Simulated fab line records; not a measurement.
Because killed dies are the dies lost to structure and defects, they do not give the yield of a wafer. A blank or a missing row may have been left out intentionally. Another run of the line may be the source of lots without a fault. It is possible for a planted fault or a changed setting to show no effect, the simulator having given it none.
A struck lot beside a sound one -- flow sky130 -- 15 out of 708 route steps
Sound: these wafers, L559.2, L559.4, L559.6. Struck: wafer L567.1 (L567.5, L567.6, from the same lot, were not struck and are left out); the cause is given at the end.
For every step that has rows: the tool of each side, followed by ch and its chambers, followed by its first start. Under that, the readings that differ: sound wafers -- struck wafers -- difference of the means -- sigmas: that difference in standard deviations of wafers without a fault.
alike: a reading whose means differ by less than 2 such deviations, as well as words and numbers matching on both sides. not compared: withheld readings; readings where some wafer has no value; bounds like >300 that might hide an equal value; numbers whose values overlap and for which the record gives no deviation.
A row with sigmas, a row that says differs or no value, or rows on one side alone: a step with any of these is where the two part. When numbers do not overlap yet have no deviation, they are printed without sigmas and do not part them. A reading missing from all wafers of one side parts the sides only when that side holds two or more wafers.

first, 4 steps without rows for these wafers: SKY_VIA2_SOFTBAKE_08 (time 90 s); SKY_VIA2_EXPOSE_09 (exposes mask VIM2, target cd 200 nm); SKY_VIA2_PEB_10; SKY_VIA2_DEVELOP_11 (develop time 57.96 s).
SKY_VIA2_CD_MEAS_12 targets a cd of 200 nm.
  sound: cdSem-02 at day 37 09:26; struck: cdSem-02 at day 39 19:23
  alike: cdNm
SKY_VIA2_OVL_MEAS_13:
  sound: overlay-02 at day 37 09:32; struck: overlay-01 at day 39 19:31
  alike: VIA2_OVL
SKY_VIA2_ETCH_14: etches BARC in N2/H2, stops on SiO2, time 45.9 s, target depth 60 nm.
  sound on rieDiel-02 ch 0,2, day 37 09:34; struck on rieDiel-02 ch 0, day 39 19:32
  alike: chamberPressureMTorr, drypumpMotorCurrentA, h2FlowSccm, oesProductAu, throttleValvePct
  not compared: rfHoursCounterH
SKY_VIA2_ETCH_15: etches SiO2 in C4F8/O2/Ar, stops on TiN, target depth 546 nm, time 84 s.
  sound on rieDiel-02 ch 0,2, day 37 09:37; struck on rieDiel-02 ch 0, day 39 19:35
  alike: chamberPressureMTorr, oesProductAu
  not compared: rfHoursCounterH
SKY_VIA2_STRIP_16: strips in O2/N2.
  sound on plasmaAsher-03 ch 0,1, day 37 09:40; struck on plasmaAsher-04 ch 0, day 39 19:39
  alike: chamberPressureMTorr, drypumpMotorCurrentA, oesProductAu, stripTimeToEndpointS
  not compared: rfHoursCounterH
then, 3 steps without rows for these wafers: SKY_VIA2_STRIP_17 (strips in post etch residue remover, time 1200 s); SKY_VIA2_CLEAN_18 (cleans in IPA, time 180 s); SKY_VIA2_CLEAN_19 (cleans in O3/DIW).
SKY_VIA2_SPUTTER_20: material TiN, target thk 20 nm, time 80 s.
  sound: pvdSputter-03 at day 37 10:18; struck: pvdSputter-03 at day 39 20:14
reading,sound,struck,difference,sigmas
chamberPressurePa (Pa),5.011 4.999 5.010,5.250,+0.243,+24
model.TiN_of_VIA2_SPUTTER_20.thkNm (nm),20 20.3 20.02,18.9,-1.2,
  alike: throttleValvePct
SKY_VIA2_CVD_21: deposits W, target thk 420 nm, time 126.4 s.
  sound on cvdW-01 ch 0,1, day 37 10:22; struck on cvdW-01 ch 0, day 39 20:18
  alike: heaterPowerW
-- the record jumps here: 9 days lie between the struck wafers' starts before and after (it left off in module VIA2 and takes up again in module PAD_OPEN, whose first step shown is number 708 of the route) --
SKY_PAD_OPEN_PROBE_99:
  sound: prober-02 at day 46 16:50; struck: prober-02 at day 48 14:51
  alike: defectLimitedYield, killed_at_M0_to_M3, killed_at_M4_up, killedAtContacts, killedAtFrontEnd, killedAtOther, killedDies, killedOpen, killedShort, sort_bin_3_pad_short, sort_bin_5_function, sort_bin_6_memory, sortNPass, sortYieldPct

== WHERE THEY PART ==
SKY_VIA2_SPUTTER_20 only, going by this record. Later steps at which nothing parts them and some readings are alike: SKY_VIA2_CVD_21, SKY_PAD_OPEN_PROBE_99.

WHY: what had been put in by the simulator
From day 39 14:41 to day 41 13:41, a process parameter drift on pvdSputter-03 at SKY_VIA2_SPUTTER_20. From 5, the setting chamberPressurePa moved by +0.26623. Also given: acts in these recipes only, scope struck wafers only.
